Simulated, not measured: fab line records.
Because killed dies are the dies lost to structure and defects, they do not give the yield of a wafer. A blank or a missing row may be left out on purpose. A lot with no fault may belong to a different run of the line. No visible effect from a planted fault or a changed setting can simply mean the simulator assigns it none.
fab line records	flow sky130
[record] lots = 6	wafers = 16	last_day = 50
route steps=708 shown POLY_GATE@219 PAD_OPEN@708
lots that met no fault: taken from a fault-free run of the same line
start_h: start of the lot's first displayed wafer, in hours after the record's first day	wait_h: time in hours since the lot's previous step	" identical to the entry in the row above	L1.1+2: several wafers, shown together as one row	- either no value or no given start	* or withheld: withheld	< > ~ a bound
route shown NAME@n: a module of which the file shows steps, and the number in the route of the first	usual: the fault-free wafers' mean and standard deviation	same: alike in all rows	chamber/n: place in a boat	sites: each site's reading	_std_site: their standard deviation	_edge_site: mean of outer sites minus mean of inner sites	radius_mm: for every site, how far away it sits from the centre of the wafer	mask NAME#n: copy n	behind: the last tool/chamber to shape the wafer	hold: cause of the lot's hold/its duration in hours/its outcome	device: transistor that didn't switch, given as n, p or np	end of line: the route-end tests of the same wafers	step lacking rows: just its recipe	killed: the dies lost at the first sort to structure and to defects; this is not the yield of the wafer	map: per-die view of a wafer (x killed, . not killed, _ where there is no die)
set.NAME: the run value of the setting; set.NAME@STEP: its run value at that earlier step	model.NAME: the simulator's own value behind a step, which no gauge read
certain route steps with their lots: each step a table, each wafer a row
services: a tool's chamber out of use, with start hour (start_h, from the record's first day; less than 0 if before it), hours out, and reason
[[steps]]
[step SKY_POLY_GATE_DEHYDRATE_05]
[recipe] temp_c = 200	time_s = 60
[step SKY_POLY_GATE_HMDS_06]
[recipe] prime_time_s = 60	prime_temp_c = 120
[step SKY_POLY_GATE_COAT_07]
[recipe] resist = BARC	temp_c = withheld	time_s = withheld	spin_rpm = 3000	resist_thk_nm = 110
[step SKY_POLY_GATE_COAT_08]
[recipe] resist = KrF-thick	spin_rpm = 3000	resist_thk_nm = 450
[step SKY_POLY_GATE_SOFTBAKE_09]
[recipe] temp_c = 100	time_s = 90	resist = KrF-thick
[step SKY_POLY_GATE_EXPOSE_10]
[recipe] mask_id = P1M	na = 0.68	source_shape = conventional	sigma_outer = 0.6	target_cd_nm = 150	dose_mj = 28
[step SKY_POLY_GATE_PEB_11]
[recipe] peb_temp_c = withheld	peb_time_s = withheld	resist = KrF-thick
[step SKY_POLY_GATE_DEVELOP_12]
[recipe] develop_time_s = 60	resist = KrF-thick	dev_temp_c = 21
[step SKY_POLY_GATE_CD_MEAS_13]
[recipe] target_cd_nm = 150
[usual] cd_nm = 150.1/1.4
lot.wafer	tool	chamber	start_h	wait_h	cd_nm
L105.1	cd_sem-01	-	473.16	-	153.0
L105.4	"	-	"	"	151.5
L105.6	"	-	"	"	152.4
L106.1	cd_sem-01	-	484.90	-	149.0
L106.5	"	-	"	"	149.5
L106.6	"	-	"	"	149.9
L109.1	cd_sem-02	-	495.86	-	150.3
L109.2	"	-	"	"	151.2
L113.4	cd_sem-02	-	525.21	-	149.9
L113.6	"	-	"	"	149.0
L114.1	cd_sem-02	-	542.60	-	150.1
L114.3	"	-	"	"	150.5
L114.6	"	-	"	"	150.7
L118.1	cd_sem-01	-	567.33	-	150.7
L118.3	"	-	"	"	151.0
L118.4	"	-	"	"	151.3
[step SKY_POLY_GATE_OVL_MEAS_14]
[usual] POLY_GATE_OVL = -1/4.5
lot.wafer	tool	chamber	start_h	wait_h	POLY_GATE_OVL[nm]
L105.1	overlay-02	-	473.28	0.1	2
L105.4	"	-	"	"	-7
L105.6	"	-	"	"	-3
L106.1	overlay-02	-	485.02	0.1	5
L106.5	"	-	"	"	4
L106.6	"	-	"	"	-1
L109.1	overlay-01	-	495.98	0.1	0
L109.2	"	-	"	"	0
L113.4	overlay-01	-	525.28	0.1	-6
L113.6	"	-	"	"	-6
L114.1	overlay-01	-	542.72	0.1	3
L114.3	"	-	"	"	4
L114.6	"	-	"	"	0
L118.1	overlay-02	-	567.45	0.1	5
L118.3	"	-	"	"	-1
L118.4	"	-	"	"	4
[step SKY_POLY_GATE_ETCH_15]
[recipe] chemistry = N2/H2	target = BARC	ion_energy_ev = 200	source_w = 500	bias_w = 100	pressure_mtorr = 30	n2_flow_sccm = 100	h2_flow_sccm = 200	stop_on = SiO2	time_s = 118.5	target_depth_a = 1100
[usual] drypump_motor_current_A = 5.8/0.41	oes_product_au = 0.717/0.005	run_length_s = 146.8/0.49	throttle_valve_pct = 13.213/0.0089
lot.wafer	tool	chamber	start_h	wait_h	drypump_motor_current_A	oes_product_au	rf_hours_counter_h	run_length_s	throttle_valve_pct
L105.1	rie_diel-03	3	473.31	0.0	6.0	0.723	37	145.8	13.202
L105.4	"	2	"	"	5.7	0.717	11	147.6	13.214
L105.6	"	0	"	"	5.0	0.715	-	147.1	13.202
L106.1	rie_diel-04	3	485.05	0.0	6.0	0.715	9	146.8	13.213
L106.5	"	0	"	"	5.7	0.719	-	146.1	13.214
L106.6	"	1	"	"	5.2	0.718	-	146.5	13.204
L109.1	rie_diel-04	1	496.01	0.0	5.2	0.724	77	147.2	13.203
L109.2	"	3	"	"	6.0	0.708	9	146.5	13.210
L113.4	rie_diel-03	3	525.30	0.0	6.0	0.708	38	146.2	13.205
L113.6	"	3	"	"	6.0	0.716	-	145.9	13.211
L114.1	rie_diel-03	2	542.75	0.0	5.8	0.717	12	147.1	13.219
L114.3	"	1	"	"	6.2	0.718	3	146.7	13.225
L114.6	"	2	"	"	5.8	0.720	-	147.8	13.228
L118.1	rie_diel-01	2	567.49	0.0	5.7	0.718	1	146.6	13.219
L118.3	"	1	"	"	6.0	0.709	7	147.5	13.202
L118.4	"	3	"	"	6.4	0.716	9	146.8	13.195
[step SKY_POLY_GATE_ETCH_16]
[recipe] stop_on = poly-Si	chemistry = CH3F/O2	target = Si3N4	source_w = 400	bias_w = 80	pressure_mtorr = 25	ch3f_flow_sccm = 40	O2_flow_sccm = 30	time_s = 147.5	target_depth_a = 750
[usual] drypump_motor_current_A = 5.8/0.42	oes_product_au = 0.640/0.0053	run_length_s = 175.8/0.48	throttle_valve_pct = 10.534/0.0096
lot.wafer	tool	chamber	start_h	wait_h	drypump_motor_current_A	oes_product_au	rf_hours_counter_h	run_length_s	throttle_valve_pct
L105.1	rie_diel-03	3	473.40	0.0	6.1	0.640	37	175.4	10.544
L105.4	"	2	"	"	5.7	0.640	11	176.4	10.538
L105.6	"	0	"	"	5.0	0.632	-	176.4	10.526
L106.1	rie_diel-04	3	485.14	0.0	6.0	0.635	9	175.7	10.518
L106.5	"	0	"	"	5.7	0.642	-	175.3	10.546
L106.6	"	1	"	"	5.2	0.638	-	175.5	10.527
L109.1	rie_diel-04	1	496.10	0.0	5.2	0.647	77	175.7	10.542
L109.2	"	3	"	"	6.0	0.644	10	175.9	10.553
L113.4	rie_diel-03	3	525.38	0.0	6.0	0.632	38	174.9	10.525
L113.6	"	3	"	"	6.0	0.645	-	174.9	10.536
L114.1	rie_diel-03	2	542.83	0.0	5.7	0.635	13	176.1	10.539
L114.3	"	1	"	"	6.2	0.634	3	175.7	10.536
L114.6	"	2	"	"	5.8	0.638	-	176.3	10.534
L118.1	rie_diel-01	2	567.57	0.0	5.6	0.641	1	175.9	10.506
L118.3	"	1	"	"	6.0	0.649	7	176.2	10.531
L118.4	"	3	"	"	6.4	0.644	9	175.5	10.533
[step SKY_POLY_GATE_ETCH_17]
[recipe] target_depth_nm = 180	stop_on = SiO2	over_etch_frac = 0.56667	chemistry = HBr/Cl2	target = poly-Si	icp_w = 400	bias_w = 100	pressure_mtorr = 10	HBr_flow_sccm = 150	Cl2_flow_sccm = 50	time_s = 70.5
[usual] drypump_motor_current_A = 5.8/0.43	mfc_cl2_sccm = 50.01/0.15	oes_product_au = 0.986/0.007	run_length_s = 98.7/0.36	throttle_valve_pct = 33.684/0.0088
lot.wafer	tool	chamber	start_h	wait_h	drypump_motor_current_A	mfc_cl2_sccm	oes_product_au	rf_hours_counter_h	run_length_s	throttle_valve_pct	model.KrF-thick_of_POLY_GATE_COAT_08.thk_nm	model.SiO2_of_SONOS_ONO_CVD_04.thk_nm
L105.1	rie_si-01	2	473.50	0.0	5.9	50.23	0.985	3	98.5	33.695	136.3	4.393
L105.4	"	3	"	"	5.8	50.19	0.993	3	98.6	33.684	142.2	4.465
L105.6	"	1	"	"	5.9	49.92	0.990	-	98.2	33.686	139.4	4.313
L106.1	rie_si-01	1	485.23	0.0	5.9	50.03	0.989	1	98.0	33.674	143.3	4.253
L106.5	"	0	"	"	6.4	49.82	0.985	-	98.4	33.698	143.3	4.331
L106.6	"	3	"	"	5.9	50.28	0.985	-	98.7	33.688	141.3	4.221
L109.1	rie_si-01	1	496.20	0.0	5.8	50.09	0.989	1	98.3	33.696	140.7	4.494
L109.2	"	3	"	"	5.9	49.97	0.872	4	113.8	33.700	124.1	3.853
L113.4	rie_si-01	2	525.48	0.0	5.9	49.82	0.980	3	98.7	33.684	136.1	4.124
L113.6	"	2	"	"	5.9	49.78	0.869	-	113.7	33.670	115.2	3.497
L114.1	rie_si-02	0	542.93	0.0	5.1	50.05	0.996	6	99.0	33.693	141.1	4.371
L114.3	"	3	"	"	6.3	49.98	1.000	6	98.9	33.688	144.8	4.305
L114.6	"	3	"	"	6.3	50.09	0.995	-	99.5	33.686	140.1	4.388
L118.1	rie_si-02	1	567.67	0.0	5.8	49.79	0.979	1	98.8	33.675	146	4.22
L118.3	"	3	"	"	6.3	49.93	0.995	6	99.0	33.683	141.3	4.249
L118.4	"	2	"	"	5.1	50.15	0.983	4	99.1	33.680	141.4	4.181
[step SKY_POLY_GATE_STRIP_18]
[recipe] chemistry = O2/N2	power_w = 1400	pressure_mtorr = 1500	platen_temp_c = withheld	o2_flow_sccm = 3000	n2_flow_sccm = 300	overash_fraction = 0.5
[usual] drypump_motor_current_A = 5.7/0.59	oes_product_au = 0.361/0.0048	strip_time_to_endpoint_s = 3.18/0.034
lot.wafer	tool	chamber	start_h	wait_h	drypump_motor_current_A	oes_product_au	rf_hours_counter_h	strip_time_to_endpoint_s
L105.1	plasma_asher-04	0	473.55	0.0	4.9	0.358	39	3.10
L105.4	"	1	"	"	6.2	0.358	-	3.19
L105.6	"	1	"	"	6.2	0.352	-	3.14
L106.1	plasma_asher-01	1	485.29	0.0	6.2	0.366	63	3.21
L106.5	"	0	"	"	5.2	0.363	-	3.20
L106.6	"	1	"	"	6.3	0.372	-	3.20
L109.1	plasma_asher-02	0	496.25	0.0	6.0	0.351	81	3.16
L109.2	"	1	"	"	5.8	0.350	81	2.99
L113.4	plasma_asher-01	0	525.57	0.1	5.1	0.370	-	3.11
L113.6	"	1	"	"	6.3	0.354	-	2.89
L114.1	plasma_asher-01	1	542.99	0.0	6.3	0.363	68	3.21
L114.3	"	1	"	"	6.3	0.357	-	3.24
L114.6	"	1	"	"	6.3	0.366	-	3.18
L118.1	plasma_asher-01	0	567.72	0.0	5.1	0.358	70	3.25
L118.3	"	1	"	"	6.3	0.363	-	3.18
L118.4	"	0	"	"	5.1	0.367	-	3.18
[step SKY_POLY_GATE_CLEAN_19]
[recipe] chemistry = SC1/SC2	mix = 1:4:20	temp_c = 70	time_s = 150	dry = n2_spin
[step SKY_PAD_OPEN_PROBE_99]
[usual] killed_at_M0_to_M3 = 44/7.5	killed_at_M4_up = 2.9/1.8	killed_at_contacts = 24/5.1	killed_at_front_end = 16/4.7	killed_at_other = 0.3/0.46	killed_dies = 87/9.9	killed_open = 47/8	killed_short = 39/6.3
[same] gross_dies = 492	killed_at_back_side = 0
lot.wafer	tool	chamber	start_h	wait_h	killed_at_M0_to_M3	killed_at_M4_up	killed_at_contacts	killed_at_front_end	killed_at_other	killed_dies	killed_open	killed_short	model.etest.tip_sonos.rs_ohm_sq
L105.1	prober-02	-	1145.25	0.1	44	1	23	16	0	84	45	39	2594
L105.4	prober-02	-	1145.40	0.2	35	7	15	21	1	79	36	41	2623
L105.6	prober-02	-	1145.50	0.2	38	2	20	28	0	88	44	43	2624
L106.1	prober-02	-	1154.20	0.1	38	0	17	11	0	66	45	21	2640
L106.5	prober-02	-	1154.40	0.2	32	3	18	24	0	77	42	34	2645
L106.6	prober-02	-	1154.45	0.2	40	6	22	18	0	86	46	40	2664
L109.1	prober-01	-	1156.00	0.1	36	5	31	16	0	88	42	46	2612
L109.2	prober-01	-	1156.05	0.1	41	4	22	24	0	91	42	48	2462
L113.4	prober-01	-	1174.62	0.2	37	6	27	23	0	93	51	42	2594
L113.6	prober-01	-	1174.72	0.2	38	2	25	19	0	84	49	35	2444
L114.1	prober-02	-	1184.60	0.1	40	2	24	11	0	77	38	37	2673
L114.3	prober-02	-	1184.70	0.2	35	3	22	16	0	76	39	35	2657
L114.6	prober-02	-	1184.85	0.2	40	4	26	8	0	78	48	30	2562
L118.1	prober-02	-	1198.20	0.1	56	1	22	24	0	103	61	42	2625
L118.3	prober-02	-	1198.30	0.2	34	2	28	25	0	89	49	39	2644
L118.4	prober-02	-	1198.35	0.2	42	6	27	18	1	94	43	50	2630
// killed by level:class
L105.1 VIA1:geometric_particle:open=10 LI_CONTACT:geometric_particle:open=7 VIA3:geometric_particle:open=7 CONTACT:geometric_particle:open=7 METAL1:geometric_particle:short=6 VIA1:geometric_particle:short=5 FIELD_ISO:geometric_particle:open=4 POLY_GATE:geometric_particle:short=4
L105.4 VIA3:geometric_particle:open=7 METAL4:geometric_particle:short=6 FIELD_ISO:geometric_particle:open=5 CONTACT:geometric_particle:open=5 METAL1:geometric_particle:short=5 VIA2:geometric_particle:open=5 POLY_GATE:geometric_particle:short=4 VIA1:geometric_particle:short=4
L105.6 VIA1:geometric_particle:open=9 POLY_GATE:geometric_particle:short=7 FIELD_ISO:geometric_particle:open=6 POLY_GATE:geometric_particle:open=6 FIELD_ISO:geometric_particle:short=5 LI_CONTACT:geometric_particle:open=5 LOCAL_INTERCONNECT:geometric_particle:short=5 VIA1:geometric_particle:short=5
L106.1 VIA1:geometric_particle:open=10 VIA2:geometric_particle:open=8 CONTACT:geometric_particle:open=7 VIA3:geometric_particle:open=7 FIELD_ISO:geometric_particle:short=4 LI_CONTACT:geometric_particle:open=4 VIA1:geometric_particle:short=4 LOCAL_INTERCONNECT:geometric_particle:short=3
L106.5 CONTACT:geometric_particle:open=7 VIA1:geometric_particle:open=7 FIELD_ISO:geometric_particle:open=6 VIA3:geometric_particle:short=6 VIA3:geometric_particle:open=6 FIELD_ISO:geometric_particle:short=5 LI_CONTACT:geometric_particle:open=5 POLY_GATE:geometric_particle:short=4
L106.6 VIA1:geometric_particle:open=9 CONTACT:geometric_particle:open=9 POLY_GATE:geometric_particle:short=6 VIA2:geometric_particle:open=6 VIA3:geometric_particle:open=6 LOCAL_INTERCONNECT:geometric_particle:short=5 METAL1:geometric_particle:short=5 FIELD_ISO:geometric_particle:open=4
L109.1 CONTACT:geometric_particle:open=10 LI_CONTACT:geometric_particle:open=8 CONTACT:geometric_particle:short=8 METAL2:geometric_particle:short=7 VIA1:geometric_particle:short=6 VIA1:geometric_particle:open=6 FIELD_ISO:geometric_particle:open=5 POLY_GATE:geometric_particle:short=5
L109.2 CONTACT:geometric_particle:open=11 FIELD_ISO:geometric_particle:short=10 METAL2:geometric_particle:short=9 VIA1:geometric_particle:open=8 LI_CONTACT:geometric_particle:open=6 METAL1:geometric_particle:short=5 POLY_GATE:geometric_particle:short=4 METAL4:geometric_particle:short=4
L113.4 CONTACT:geometric_particle:open=11 POLY_GATE:geometric_particle:short=8 VIA3:geometric_particle:open=7 LI_CONTACT:geometric_particle:open=6 POLY_GATE:geometric_particle:open=5 METAL1:geometric_particle:short=5 VIA1:geometric_particle:open=5 FIELD_ISO:geometric_particle:open=4
L113.6 VIA1:geometric_particle:open=13 CONTACT:geometric_particle:open=8 LI_CONTACT:geometric_particle:open=6 FIELD_ISO:geometric_particle:short=5 POLY_GATE:geometric_particle:short=5 LOCAL_INTERCONNECT:geometric_particle:short=5 VIA2:geometric_particle:open=5 FIELD_ISO:geometric_particle:open=4
L114.1 CONTACT:geometric_particle:open=9 VIA1:geometric_particle:open=8 LOCAL_INTERCONNECT:geometric_particle:short=6 LI_CONTACT:geometric_particle:open=5 METAL2:geometric_particle:short=5 METAL3:geometric_particle:short=5 VIA1:geometric_particle:short=4 FIELD_ISO:geometric_particle:open=3
L114.3 VIA3:geometric_particle:open=9 CONTACT:geometric_particle:open=7 VIA1:geometric_particle:open=7 LOCAL_INTERCONNECT:geometric_particle:short=6 LI_CONTACT:geometric_particle:open=5 VIA1:geometric_particle:short=4 FIELD_ISO:geometric_particle:short=3 FIELD_ISO:geometric_particle:open=3
L114.6 CONTACT:geometric_particle:open=10 VIA1:geometric_particle:open=10 VIA2:geometric_particle:open=10 LI_CONTACT:geometric_particle:open=6 METAL2:geometric_particle:short=5 LI_CONTACT:geometric_particle:short=3 LOCAL_INTERCONNECT:geometric_particle:short=3 METAL1:geometric_particle:short=3
L118.1 CONTACT:geometric_particle:open=14 VIA1:geometric_particle:open=11 VIA2:geometric_particle:open=10 VIA3:geometric_particle:open=9 POLY_GATE:geometric_particle:short=7 FIELD_ISO:geometric_particle:short=6 VIA2:geometric_particle:short=6 POLY_GATE:geometric_particle:open=5
L118.3 CONTACT:geometric_particle:open=10 FIELD_ISO:geometric_particle:open=8 VIA1:geometric_particle:open=7 VIA3:geometric_particle:open=7 FIELD_ISO:geometric_particle:short=6 METAL1:geometric_particle:short=6 LI_CONTACT:geometric_particle:open=5 VIA2:geometric_particle:open=5
L118.4 VIA1:geometric_particle:open=9 FIELD_ISO:geometric_particle:short=7 LI_CONTACT:geometric_particle:open=7 CONTACT:geometric_particle:short=7 VIA3:geometric_particle:open=6 METAL4:geometric_particle:short=6 CONTACT:geometric_particle:open=5 VIA1:geometric_particle:short=5
[[services]]
tool	chamber	start_h	hours	kind
rie_diel-01	2	467.66	15.8	repair
rie_diel-01	0	471.06	5.7	repair
rie_diel-01	2	485.04	-	clean
rie_diel-01	2	485.04	16.0	scheduled_down
rie_diel-01	2	485.04	16.0	vent_cycle
rie_diel-03	1	492.29	4.8	repair
rie_diel-03	2	499.18	10.0	repair
rie_diel-01	2	502.95	9.5	repair
rie_diel-04	3	503.87	4.4	repair
rie_diel-03	0	527.25	10.3	repair
rie_si-02	0	531.23	1.7	repair
rie_si-02	2	550.65	8.5	repair
rie_si-01	1	555.58	15.2	repair
rie_si-01	0	563.86	5.1	repair
[[key]]
[first_sign] step = SKY_POLY_GATE_ETCH_17	reading = run_length_s	direction = up	sigmas = 42	usual = *	struck = *
[effect] step = SKY_POLY_GATE_ETCH_17	reading = oes_product_au	direction = down	sigmas = 16	usual = 0.986	struck = 0.870
[effect] step = SKY_POLY_GATE_STRIP_18	reading = strip_time_to_endpoint_s	direction = down	sigmas = 7.1	usual = *	struck = *
[model_effect] step = SKY_POLY_GATE_ETCH_17	value = KrF-thick_of_POLY_GATE_COAT_08.thk_nm	without = 139.8	struck = 119.6
[model_effect] step = SKY_PAD_OPEN_PROBE_99	value = etest.tip_sonos.rs_ohm_sq	without = 2606	struck = 2453
met_at SKY_POLY_GATE_ETCH_17
struck_wafers L109.2,L113.6
tester_left_out L109,L113
onset_between 485.23 496.20
[fault] kind = process_parameter_drift	tool = rie_si-01	chamber = -	onset_h = 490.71	steps = SKY_POLY_GATE_ETCH_17	channel = time_s	offset = *	shape = step	end_h = 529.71	scope = struck_wafers_only	acts_in = *	stated = *
// tester_left_out: of these lots the tester's yield and bins aren't shown, on N5 and GAA mostly nor the transistor test; their killed dies are dies lost to structure and defects alone, not to doping, threshold or leakage, so they don't give the yield
